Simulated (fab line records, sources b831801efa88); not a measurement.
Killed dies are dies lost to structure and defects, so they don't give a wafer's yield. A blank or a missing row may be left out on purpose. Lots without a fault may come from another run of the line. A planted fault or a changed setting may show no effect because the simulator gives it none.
One fault seen from 2 desks | flow sky130 | each desk has only its own numbers; what lay behind them comes last

THE TOOL OWNER'S DESK: rie_diel-02
The tool's own readings at SKY_VIA2_ETCH_14 (etches BARC in N2/H2, stops on SiO2, time 45.9 s, target depth 60 nm): means of the sampled wafers that have a number, for each lot that ran on this tool. A lot is out of limits, marked OUT, if its mean lies more than 4 standard deviations from the usual mean; the brackets give that distance.
Columns: A = drypump_motor_current_A at SKY_VIA2_ETCH_14, usual 5.6 A; B = oes_product_au at SKY_VIA2_ETCH_14, usual 0.855 a.u.; C = run_length_s at SKY_VIA2_ETCH_14, usual 74.3 s; D = throttle_valve_pct at SKY_VIA2_ETCH_14, usual 13.224 %
lot  | first seen here | A   | B                | C               | D
L435 | day 35 21:46    | 5.2 | 0.855            | 74.8            | 13.227
L437 | day 37 11:49    | 5.3 | 0.855            | 74.4            | 13.214
L439 | day 38 03:35    | 5.4 | 0.858            | 74.5            | 13.220
L440 | day 38 04:50    | 5.6 | 0.853            | 74.5            | 13.225
L443 | day 38 22:46    | 5.4 | 0.858            | 74.4            | 13.219
L444 | day 39 05:16    | 5.2 | 0.856            | 74.4            | 13.226
L445 | day 39 06:26    | 5.2 | 0.937 (+17) OUT  | 69.8 (-9.1) OUT | 13.228
L446 | day 39 18:43    | 5.4 | 0.901 (+9.4) OUT | 72.4            | 13.231
This desk's finding: out of limits on L445, L446; first on L445, day 39 06:26 (oes_product_au at SKY_VIA2_ETCH_14). In limits: L435, L437, L439, L440, L443, L444.

THE METROLOGY DESK
What the gauges read, lot by lot, whatever tool the lot ran on: means of the sampled wafers that have a number. A lot is out of limits, marked OUT, if its mean lies more than 4 standard deviations from the usual mean; the brackets give that distance.
Columns: A = VIA1_BOW at SKY_VIA1_BOW_MEAS_03, usual 80 um; B = cd_nm at SKY_VIA2_CD_MEAS_12, usual 200.2 nm
lot  | first seen here | A  | B
L435 | day 32 11:44    | 77 | 199.1
L436 | day 33 00:13    | 87 | 200.2
L437 | day 34 04:01    | 85 | 200.4
L439 | day 34 18:56    | 79 | 199.8
L440 | day 34 19:55    | 80 | 196.1
L438 | day 34 20:52    | 82 | 200.6
L441 | day 35 06:03    | 86 | 200.9
L443 | day 35 14:52    | 80 | 201.0
L444 | day 35 20:47    | 79 | 201.3
L445 | day 35 21:41    | 78 | 201.7
L446 | day 36 13:15    | 77 | 199.4
L448 | day 36 22:32    | 79 | 198.9
L456 | day 39 08:18    | 76 | 198.3
L457 | day 39 09:04    | 75 | 199.7
This desk's finding: nothing out of limits on any of the 14 lots.

PUT TOGETHER
The tool owner's desk could have raised an alarm at day 39 06:26, on L445, L446.
The metrology desk saw nothing out of limits.
The metrology desk has L445, L446 on record, within its limits.
Of the lots named, all ran SKY_VIA2_ETCH_14 on rie_diel-02.

WHAT THE SIMULATOR HAD PUT IN
Process parameter drift: rie_diel-02, from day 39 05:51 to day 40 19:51, at SKY_VIA2_ETCH_14. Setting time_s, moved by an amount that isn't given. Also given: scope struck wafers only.
Lots struck among those shown: L445, L446.
Hours from the fault's start to each desk's first reading out of limits: the tool owner's desk, 1.
